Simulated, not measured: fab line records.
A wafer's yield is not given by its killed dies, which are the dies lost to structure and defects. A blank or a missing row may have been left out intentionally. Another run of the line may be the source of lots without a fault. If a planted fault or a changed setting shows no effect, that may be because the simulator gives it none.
Which tool did it? + flow gf180mcu + route of 602 steps, sampled at 1 step: 12 lots, 36 wafers

WHAT THE GAUGES READ, wafer by wafer
GF_V1_RS_MEAS_24: measurement is done with a four-point probe.
| lot  | measured     | on            | V1_W_RS (ohm/sq)  |
|------|--------------|---------------|-------------------|
| L075 | day 19 03:40 | film_metro-02 | 0.334 0.327 0.332 |
| L077 | day 19 11:34 | film_metro-04 | 0.330 0.329 0.330 |
| L079 | day 20 07:02 | film_metro-01 | 0.329 0.339 0.335 |
| L081 | day 21 10:53 | film_metro-04 | 0.337 0.337 0.327 |
| L084 | day 21 21:51 | film_metro-02 | 0.331 0.337 0.333 |
| L085 | day 22 12:17 | film_metro-01 | 0.331 0.321 0.333 |
| L087 | day 23 04:34 | film_metro-02 | 0.326 0.341 0.331 |
| L089 | day 23 15:47 | film_metro-04 | 0.329 0.331 0.336 |
| L091 | day 24 11:32 | film_metro-01 | 0.334 0.339 0.340 |
| L093 | day 25 00:40 | film_metro-01 | 0.325 0.333 0.323 |
| L095 | day 25 14:09 | film_metro-02 | 0.338 0.331 0.328 |
| L097 | day 26 02:01 | film_metro-04 | 0.338 0.330 0.338 |

TOOL THAT RAN EACH LOT (tool first, then ch and the chambers of the sampled wafers, then the start)
The record shows no process step preceding these readings.

THE ANSWER, worked out from the rows above alone
Rule: the usual values come from the lots themselves. The widest of any qualifying gaps counts: lots, ordered by their means at a reading, are off when they make up no more than a third of the lots, leave a main group of 4 or more, and stand apart from it by 3 or more times the standard deviation of that group's means. A main group is skipped when, at the precision printed for the reading in the tables above, its means are all equal. Also off: a lot with no number at a reading for which 4 or more lots have one. All remaining lots with rows at the step are treated as sound.
None of the lots is off at any reading shown; this tells nothing.

WHAT THE SIMULATOR HAD INSERTED
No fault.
